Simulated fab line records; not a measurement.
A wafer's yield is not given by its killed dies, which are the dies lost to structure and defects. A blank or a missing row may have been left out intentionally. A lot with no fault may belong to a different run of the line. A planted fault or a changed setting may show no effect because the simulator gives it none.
Code-filled problem report in 8D (eight disciplines) form / flow sky130 / the parts of the form that need people (team, actions taken, sign-off) are left out

== 1. WHAT IS WRONG ==
VIA3_HDPCVD_THK at SKY_VIA3_THK_MEAS_01 reads a mean of 3011 nm on 1 wafer of 1 lot; wafers without a fault read 1624 nm with a standard deviation of 19. Relative to the usual mean, that is a shift of +73 standard deviations.
First observed at day 42 15:37: wafer L699.6, on filmMetro-03. The record has a number at this step for 36 wafers belonging to 12 lots. Rule for "out" (also "out of limits"): further than 4 standard deviations from the usual mean. All remaining wafers that have a number are taken as sound.

== 2. WHAT IT IS, AND WHAT IT ISN'T ==
question=which readings at this step | is=VIA3_HDPCVD_THK | is not=-
question=which lots | is=L699 | is not=L686, L687, L688, L689, L690, L691, L692, L693, L703, L704, L708
question=which wafers of those lots | is=L699.6 | is not=L699.3, L699.4
question=read on which gauges | is=filmMetro-03 | is not=filmMetro-02, filmMetro-04
question=when | is=from day 42 15:37 | is not=up to then (26 sound wafers); but 9 sound wafers of L703, L704, L708 came after

== 3. SUSPECTS, AND WHAT RULES EACH OUT ==
Counting: if a tool at a process step up to the reading ran every lot that is out, it stays a suspect. Sound lots after the first of them don't rule it out here, since some wafers of a struck lot are sound.
- the gauge at SKY_VIA3_THK_MEAS_01: kept. All the wafers that are out were read on filmMetro-03, and no step on other tools shows them out.
- pvdSputter-04 at SKY_METAL1_SPUTTER_01 (material TiN, target thk 20 nm, time 16.7 s): kept. L699, the lot that is out, went through it at day 36 03:21; up to then, the latest sound lot through it was L693 at day 34 05:38.
- pvdSputter-01 at SKY_VIA1_SPUTTER_20 (material TiN, target thk 20 nm, time 80 s): kept. L699, the lot that is out, went through it at day 38 08:51; up to then, the latest sound lot through it was L692 at day 36 05:14.
- hdpcvd-01 at SKY_VIA3_HDPCVD_00 (deposits SiO2, target thk 1635 nm, time 272.5 s): kept. L699, the lot that is out, went through it at day 42 15:25; up to then, the latest sound lot through it was L693 at day 40 22:34.
Left after counting: pvdSputter-04 at SKY_METAL1_SPUTTER_01, pvdSputter-01 at SKY_VIA1_SPUTTER_20, hdpcvd-01 at SKY_VIA3_HDPCVD_00, filmMetro-03 at SKY_VIA3_THK_MEAS_01.

== 4. THE CAUSE (what the simulator had put in) ==
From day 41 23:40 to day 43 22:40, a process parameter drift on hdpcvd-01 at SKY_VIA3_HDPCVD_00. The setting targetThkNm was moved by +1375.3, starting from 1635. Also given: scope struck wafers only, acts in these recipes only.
4 suspects survive the count, and this tool is in that group.

== 5. THE CHAIN OF EFFECTS, in route order ==
Each row: a reading whose mean over the struck wafers that have a number lies more than 3 standard deviations from the usual. Scope: only readings with a usual standard deviation given in the record; hours: median across lots of the time from each lot's start at the first step in this table that gives one to its start at this step; sigmas: change in usual standard deviations.
hours=0; step=SKY_VIA3_THK_MEAS_01; reading=VIA3_HDPCVD_THK; usual=1624 nm; on struck wafers=3011; change=+1387; sigmas=+73

== 6. WHAT WOULD HAVE CAUGHT IT SOONER ==
16 hours passed between the start of the fault at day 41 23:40 and the first reading out of limits at a measuring or inspecting step in this record, taken at day 42 15:37.
By day 42 15:37 the whole set of lots that are out, 1 in number, had already begun SKY_VIA3_HDPCVD_00 on hdpcvd-01. None of them would have been spared by holding the tool at that moment.
